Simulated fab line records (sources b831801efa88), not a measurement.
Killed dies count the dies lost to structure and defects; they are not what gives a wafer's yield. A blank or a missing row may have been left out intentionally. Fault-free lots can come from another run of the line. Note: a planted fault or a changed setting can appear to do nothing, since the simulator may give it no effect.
The tool behind it: which one?    flow sky130    route of 708 steps, sampled at 1 step: 14 lots, 42 wafers

## WHAT EACH GAUGE READ, for each wafer
SKY_RES_XHIGH_TW_MEAS_09.
lot   measured      on             RES_XHIGH_TW
L503  day 26 22:03  film_metro-01  1649 1645 1652
L506  day 27 23:19  film_metro-04  1668 1670 1658
L508  day 28 20:25  film_metro-04  1669 1661 1662
L509  day 28 23:43  film_metro-04  1661 1664 1668
L510  day 29 11:57  film_metro-04  1658 1658 1666
L511  day 29 16:20  film_metro-02  1612 1617 1617
L512  day 30 01:12  film_metro-04  1669 1676 1666
L513  day 30 06:19  film_metro-04  1667 1668 1670
L517  day 31 16:19  film_metro-02  1625 1624 1622
L518  day 32 03:07  film_metro-02  1615 1604 1618
L519  day 32 11:01  film_metro-04  1665 1660 1666
L524  day 33 19:42  film_metro-01  1650 1639 1654
L525  day 34 00:29  film_metro-02  1605 1629 1622
L526  day 34 12:05  film_metro-02  1619 1620 1618

## EACH LOT AND THE TOOL THAT RAN IT (in order: tool; ch and the chambers of the sampled wafers; start)
No process step before these readings appears in the record.

## WHAT THE TOOLS THEMSELVES READ (means of the sampled wafers that have a number; where no wafer has one, the mark that the record gives instead)
The record holds no such reading with a usual standard deviation.

## THE ANSWER, worked out from the rows above alone
Rule: what is usual is taken from the lots themselves. The widest of any qualifying gaps counts: lots, ordered by their means at a reading, are off when they make up no more than a third of the lots, leave a main group of 4 or more, and stand apart from it by 3 or more times the standard deviation of that group's means. A main group is skipped when, at the precision printed for the reading in the tables above, its means are all equal. A lot without any number at a reading at which 4 lots or more have one is off too. Where the step has rows for the other lots, those lots are counted as sound. Order of review: gauges by route order, followed by the tools' own readings, for which a lot's mean as printed above is used. At the first step where some lot is off, the reading lying furthest off is the one used; lots without a number count as furthest.
None of the lots is off at any reading shown; this tells nothing.

## WHAT THE SIMULATOR HAD PUT IN
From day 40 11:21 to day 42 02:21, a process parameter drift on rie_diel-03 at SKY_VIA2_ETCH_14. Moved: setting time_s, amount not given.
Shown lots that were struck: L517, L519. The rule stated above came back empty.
